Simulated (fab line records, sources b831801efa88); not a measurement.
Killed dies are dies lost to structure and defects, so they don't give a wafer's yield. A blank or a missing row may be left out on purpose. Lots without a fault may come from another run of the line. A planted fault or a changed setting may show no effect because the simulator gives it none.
Which tool did it? | flow sky130 | 11 lots, 33 wafers sampled, at 3 steps of a route of 708

WHAT THE GAUGES READ, wafer by wafer
SKY_VT_ADJUST_PCH_TW_MEAS_10.
lot  | measured     | on            | VT_ADJUST_PCH_TW
L430 | day 10 17:02 | film_metro-03 | 143.1 143.3 142.7
L431 | day 10 23:49 | film_metro-02 | 142.9 142.3 142.3
L433 | day 11 15:01 | film_metro-02 | 30.0 30.0 30.2 30.1 30.1 30.2
L434 | day 12 02:32 | film_metro-02 | 30.0 30.1 30.2 30.1 30.1 30.1
L437 | day 12 21:14 | film_metro-02 | 142.8 142.8 142.1
L439 | day 13 10:41 | film_metro-02 | 141.5 142.5 142.2
L444 | day 15 00:19 | film_metro-03 | 142.6 143.3 142.6
L447 | day 16 04:53 | film_metro-03 | 143.3 143.3 143.2
L448 | day 16 06:22 | film_metro-01 | 141.5 142.0 142.2
L449 | day 16 15:58 | film_metro-02 | 143.7 143.3 143.3
L451 | day 17 10:41 | film_metro-01 | 141.8 141.5 140.2

WHICH TOOL RAN EACH LOT (tool, then ch and the chambers of the sampled wafers, then the start)
lot  | SKY_VT_ADJUST_HVTR_STRIP_10          | SKY_VT_ADJUST_PCH_STRIP_09
L430 | plasma_asher-01 ch 0,1, day 9 17:56  | plasma_asher-04 ch 0,1, day 10 16:56
L431 | plasma_asher-02 ch 0,1, day 10 01:59 | plasma_asher-03 ch 0,1, day 10 23:38
L433 | plasma_asher-02 ch 0,1, day 10 16:31 | plasma_asher-03 ch 0,1, day 11 14:55
L434 | plasma_asher-01 ch 0,1, day 11 02:47 | plasma_asher-04 ch 0,1, day 12 02:26
L437 | plasma_asher-02 ch 0,1, day 11 20:36 | plasma_asher-03 ch 0,1, day 12 21:08
L439 | plasma_asher-01 ch 0,1, day 12 10:44 | plasma_asher-04 ch 0,1, day 13 10:35
L444 | plasma_asher-01 ch 0,1, day 13 22:38 | plasma_asher-04 ch 0,1, day 15 00:13
L447 | plasma_asher-02 ch 0,1, day 15 00:56 | plasma_asher-02 ch 0,1, day 16 04:47
L448 | plasma_asher-01 ch 0,1, day 15 02:14 | plasma_asher-04 ch 0,1, day 16 06:16
L449 | plasma_asher-01 ch 0,1, day 15 11:23 | plasma_asher-03 ch 0,1, day 16 15:52
L451 | plasma_asher-01 ch 0,1, day 16 04:20 | plasma_asher-04 ch 0,1, day 17 10:35
- SKY_VT_ADJUST_HVTR_STRIP_10: strips in O2/N2.
- SKY_VT_ADJUST_PCH_STRIP_09: strips in O2/N2.

THE ANSWER, worked out from the rows above alone
Rule: what is usual is taken from the lots themselves. Put in order of their means at a reading, lots are off if they are a third of the lots or fewer, leave a main group of 4 or more, and stand apart from it by a gap of 3 or more times the standard deviation of the main group's means; of several such gaps the widest counts. A main group whose means are all the same, to the digits that the tables above print for the reading, isn't used. A lot without any number at a reading at which 4 lots or more have one is off too. The other lots that the step has rows for count as sound.
Off: L433, L434, at SKY_VT_ADJUST_PCH_TW_MEAS_10 (VT_ADJUST_PCH_TW). The main group: mean 142.5, standard deviation 0.68.
A tool fits if, at a process step before that reading, it ran every lot that is off, and no sound lot after the first of them. The gauges at SKY_VT_ADJUST_PCH_TW_MEAS_10 are tried like those tools. None of those tried fits.

WHAT THE SIMULATOR HAD PUT IN
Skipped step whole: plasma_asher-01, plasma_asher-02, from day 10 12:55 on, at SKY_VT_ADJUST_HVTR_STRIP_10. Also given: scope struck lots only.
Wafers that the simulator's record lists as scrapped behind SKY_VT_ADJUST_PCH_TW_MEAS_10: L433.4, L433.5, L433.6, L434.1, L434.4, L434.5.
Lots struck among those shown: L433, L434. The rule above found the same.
